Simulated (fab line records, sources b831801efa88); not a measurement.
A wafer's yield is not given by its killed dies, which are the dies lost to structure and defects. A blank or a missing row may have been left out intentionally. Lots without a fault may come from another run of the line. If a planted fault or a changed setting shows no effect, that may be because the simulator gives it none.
8D (eight disciplines) problem report, filled in by code    flow gf180mcu    the parts of the form that need people (team, actions taken, sign-off) are left out

## 1. THE ISSUE
V2_CVD_00_THK at GF_V2_THK_MEAS_01 reads a mean of 708 nm on 1 wafer of 1 lot; wafers without a fault read 597 nm with a standard deviation of 7.1. Measured from the usual mean, that is +16 standard deviations.
First observed at day 22 03:08: wafer L151.4, on film_metro-03. The record holds 39 wafers of 13 lots with a number at this step. Rule for "out" (also "out of limits"): further than 4 standard deviations from the usual mean. The other wafers with a number count as sound.

## 2. WHAT THIS IS AND IS NOT
question                     is                 is not
which readings at this step  V2_CVD_00_THK      -
which lots                   L151               L144, L145, L146, L150, L157, L160, L161, L162, L164, L165, L166, L167
which wafers of those lots   L151.4             L151.2, L151.5
read on which gauges         film_metro-03      film_metro-01, film_metro-04
when                         from day 22 03:08  up to then (14 sound wafers); but 24 sound wafers of L157, L160, L161, L162, L164, L165, L166, L167 came after

## 3. THE SUSPECTS, EACH WITH WHAT RULES IT OUT
Counting: a tool at a process step up to the reading stays a suspect if it ran every lot that is out. Sound lots after the first of them don't rule it out here, since some wafers of a struck lot are sound.
- the gauge at GF_V2_THK_MEAS_01 is ruled out. All the wafers that are out were read on film_metro-03, but those of them that GF_V2_CVD_00 has rows for are out there too, on other tools.
- cvd_w-02 at GF_V1_CVD_23 (deposits W, target thk 350 nm, time 105.05 s): kept. L151, the lot that is out, went through it at day 21 01:49; up to then, the latest sound lot through it was L145 at day 18 10:23.
- pvd_sputter-02 at GF_M2_SPUTTER_03 (material Ti, target thk 10 nm, time 6.7 s): kept. It ran the lot that is out, L151 (day 21 02:34).
- hdpcvd-01 at GF_V2_CVD_00 (deposits SiO2, target thk 600 nm, time 100 s): kept. L151, the lot that is out, went through it at day 22 03:04; up to then, the latest sound lot through it was L150 at day 21 08:37. On those wafers its own readings are out: sih4_flow_sccm.
- Within hdpcvd-01 at GF_V2_CVD_00, the wafers that are out were processed in chamber 2 and their sound lot-mates in chamber 1.
The count leaves cvd_w-02 at GF_V1_CVD_23, pvd_sputter-02 at GF_M2_SPUTTER_03, and hdpcvd-01 at GF_V2_CVD_00.

## 4. THE CAUSE (what the simulator had put in)
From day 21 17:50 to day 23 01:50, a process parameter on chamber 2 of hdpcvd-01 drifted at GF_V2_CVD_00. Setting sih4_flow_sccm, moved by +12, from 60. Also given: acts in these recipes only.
Counting leaves 3 suspects; this tool is one of them.

## 5. THE EFFECT CHAIN, in route order
Each row: a reading whose mean over the struck wafers that have a number lies more than 3 standard deviations from the usual. Only readings for which the record gives a usual standard deviation are gone through. hours: the time from each lot's start at the first step in this table that gives one to its start at this step, as a median over the lots. sigmas: the change in usual standard deviations.
hours  step               reading         usual       on struck wafers  change  sigmas
0      GF_V2_CVD_00       sih4_flow_sccm  60.00 sccm  71.73             +11.73  +73
0      GF_V2_THK_MEAS_01  V2_CVD_00_THK   597 nm      708               +111    +16
Here are the process steps it includes:
- GF_V2_CVD_00: deposits SiO2, target thk 600 nm, time 100 s.

## 6. WHAT WOULD HAVE CAUGHT IT SOONER
9 hours passed between the start of the fault at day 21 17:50 and the first reading out of limits at a measuring or inspecting step in this record, taken at day 22 03:08.
Tool's own readings at GF_V2_CVD_00, sih4_flow_sccm: out on all struck wafers the step has rows for; an alarm limit on them would have tripped on the first.
All the lots that are out (1) had begun GF_V2_CVD_00 on hdpcvd-01 by day 22 03:08. None of them would have been spared by holding the tool at that moment.
